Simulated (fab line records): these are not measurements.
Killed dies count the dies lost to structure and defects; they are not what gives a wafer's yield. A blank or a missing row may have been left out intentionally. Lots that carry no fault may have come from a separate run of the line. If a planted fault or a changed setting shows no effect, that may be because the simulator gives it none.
Code-filled problem report in 8D (eight disciplines) form + flow gf180mcu + the parts of the form that need people (team, actions taken, sign-off) are left out

1. THE PROBLEM
cathode dc power W at GF_M1_SPUTTER_03 reads a mean of 3113.4 W on 6 wafers of 2 lots; wafers without a fault read 3000.1 W with a standard deviation of 0.53. So: +99 or more standard deviations from the usual mean.
The step: material Ti, target thk 10 nm, time 6.7 s.
Earliest sighting: wafer L588.1 on pvd sputter-02 at day 21 23:23. Wafers with a number at this step in the record: 36, from 12 lots. Rule for "out" (also "out of limits"): further than 4 standard deviations from the usual mean. Any other wafer with a number is counted as sound.

2. WHAT IT IS, WHAT IT ISN'T
| question                    | is                     | is not                                                     |
|-----------------------------|------------------------|------------------------------------------------------------|
| which readings at this step | cathode dc power W     | throttle valve pct                                         |
| which lots                  | L588, L590             | L573, L575, L577, L578, L579, L580, L583, L584, L585, L586 |
| which wafers of those lots  | all that have a number | -                                                          |
| read on which tools         | pvd sputter-02         | pvd sputter-03, pvd sputter-04                             |
| when                        | from day 21 23:23      | up to then (30 sound wafers)                               |

3. THE SUSPECTS, EACH WITH WHAT RULES IT OUT
Counting: any tool at a process step up to the reading is kept as a suspect provided that every lot that is out went through it and no sound lot did after the first of them.
- pvd sputter-02 at GF_M1_SPUTTER_03 (material Ti, target thk 10 nm, time 6.7 s): kept. Every lot that is out went through it, starting with L588 (day 21 23:23), and after that it ran no sound lot; the last sound lot it ran before then is L586 (day 21 17:39). Its own cathode dc power W readings are out on those wafers.
After counting, what remains is pvd sputter-02 at GF_M1_SPUTTER_03.

4. THE CAUSE (what the simulator had put in)
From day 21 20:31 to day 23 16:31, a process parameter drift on pvd sputter-02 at GF_M1_SPUTTER_03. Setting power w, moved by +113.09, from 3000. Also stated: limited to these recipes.
Only this tool survived the counting.

5. THE EFFECT CHAIN, in route order
Rows list readings where the struck wafers' mean (over those with a number) sits beyond 3 standard deviations from the usual. Only readings for which the record gives a usual standard deviation are gone through. hours: the time from each lot's start at the first step in this table that gives one to its start at this step, as a median over the lots. sigmas: the change in usual standard deviations.
| hours | step             | reading            | usual    | on struck wafers | change | sigmas      |
|-------|------------------|--------------------|----------|------------------|--------|-------------|
| 0     | GF_M1_SPUTTER_03 | cathode dc power W | 3000.1 W | 3113.4           | +113.3 | +99 or more |
Process steps it contains:
- GF_M1_SPUTTER_03: material Ti, target thk 10 nm, time 6.7 s.
Later steps that measure or inspect, where all struck wafers having a row at the step show a number for every such reading and not one has moved that far: GF_V1_RS_MEAS_24.

6. WHAT WOULD HAVE CAUGHT IT SOONER
3 hours passed between the start of the fault at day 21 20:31 and the first reading out of limits in this record, taken at day 21 23:23.
